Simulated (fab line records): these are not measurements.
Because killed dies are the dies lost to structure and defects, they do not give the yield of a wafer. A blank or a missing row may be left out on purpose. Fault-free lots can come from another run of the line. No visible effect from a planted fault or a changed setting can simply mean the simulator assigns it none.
Split-lot study | flow sky130 | 5 lots, 23 wafers read, on a route of 708 steps

## THE SPLIT ITSELF
At SKY_VT_ADJUST_LVTN_IMPLANT_08, the setting dose-cm2 was moved away from the recipe's 1.57e+12 on 7 of the 23 wafers read, by -6.2% to +5.4%. All remaining wafers had this setting at the recipe value.

## FROM SPLIT TO READING: 1 step shown by the file between the two
- SKY_VT_ADJUST_LVTN_STRIP_09: strips in O2/N2

## THE READING
VT_ADJUST_LVTN_TW, at SKY_VT_ADJUST_LVTN_TW_MEAS_10. A value of 242.6 with a standard deviation of 1.9 is what fault-free wafers of this fab line usually give.

wafer  | tool, chamber at the split | dose-cm2 as run | against the recipe | VT_ADJUST_LVTN_TW | against lot-mates on the recipe
L074.1 | implanter-02, 0            | 1.57e+12        | recipe             | 245.3             | -
L074.4 | implanter-02, 0            | 1.57e+12        | recipe             | 243.8             | -
L074.6 | implanter-02, 0            | 1.57e+12        | recipe             | 243.1             | -
L077.1 | implanter-01, 0            | 1.49e+12        | -5.1%              | 238.5             | -3.6
L077.2 | implanter-01, 0            | 1.57e+12        | recipe             | 243.0             | -
L077.3 | implanter-01, 0            | 1.49e+12        | -5.1%              | 236.3             | -5.8
L077.4 | implanter-01, 0            | 1.57e+12        | recipe             | 242.1             | -
L077.5 | implanter-01, 0            | 1.57e+12        | recipe             | 241.2             | -
L081.1 | implanter-04, 0            | 1.57e+12        | recipe             | 239.0             | -
L081.2 | implanter-04, 0            | 1.57e+12        | recipe             | 238.7             | -
L081.4 | implanter-04, 0            | 1.473e+12       | -6.2%              | 235.4             | -3.4
L081.5 | implanter-04, 0            | 1.473e+12       | -6.2%              | 234.9             | -3.9
L081.6 | implanter-04, 0            | 1.473e+12       | -6.2%              | 234.8             | -4.0
L082.1 | implanter-04, 0            | 1.57e+12        | recipe             | 243.2             | -
L082.2 | implanter-04, 0            | 1.57e+12        | recipe             | 242.7             | -
L082.3 | implanter-04, 0            | 1.57e+12        | recipe             | 242.1             | -
L082.4 | implanter-04, 0            | 1.57e+12        | recipe             | 243.2             | -
L082.6 | implanter-04, 0            | 1.57e+12        | recipe             | 242.9             | -
L084.1 | implanter-04, 0            | 1.655e+12       | +5.4%              | 246.0             | +2.2
L084.3 | implanter-04, 0            | 1.655e+12       | +5.4%              | 247.6             | +3.8
L084.4 | implanter-04, 0            | 1.57e+12        | recipe             | 243.7             | -
L084.5 | implanter-04, 0            | 1.57e+12        | recipe             | 243.2             | -
L084.6 | implanter-04, 0            | 1.57e+12        | recipe             | 244.4             | -

THE FIT
A straight line over all 23 wafers: VT_ADJUST_LVTN_TW changes by +1.04 for each +1% of dose-cm2; r = +0.90; the points scatter about the line by 1.6.
The same after taking each lot's own level away (the mean of its wafers on the recipe; 23 wafers): +0.663 for each +1%; r = +0.93; scatter 0.81.
On that fit, the largest move of dose-cm2 shifts the reading by 4.1.
Measured against the standard deviation above, the lots' own levels, which go from 238.85 to 244.07, span 2.7 times it.
Thus the slope moves with the lot-to-lot level: the two fits are different.
Check: with one of the wafers moved furthest among these (-6.2%) left out of the fit, the line predicts -4.39 for it against its lot-mates. Against them it came out at -3.45.

## ADDITIONAL SPLITS CARRIED BY THESE WAFERS
These wafers also went through other splits before the reading. Each is held against what the fit with the lots' levels taken away leaves over:
other split on the same wafers               | wafers away from the commonest value | r with VT_ADJUST_LVTN_TW (lot level and that fit taken away)
SKY_FIELD_ISO_OXIDATION_01 temp-c            | 10                                   | -0.20
SKY_DNWELL_COAT_02 resist-thk-nm             | 5                                    | +0.00
SKY_PWDE_COAT_02 resist-thk-nm               | 6                                    | -0.03
SKY_PWDE_IMPLANT_08 dose-cm2                 | 9                                    | +0.05
SKY_NWELL_IMPLANT_13 energy-kev              | 10                                   | -0.04
SKY_NWELL_IMPLANT_24 energy-kev              | 7                                    | -0.17
SKY_VT_ADJUST_HVTP_DEVELOP_06 develop-time-s | 7                                    | +0.18

## FILE'S OWN FIT
VT_ADJUST_LVTN_TW changes by +0.685 for each +1% of dose-cm2, r = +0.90.
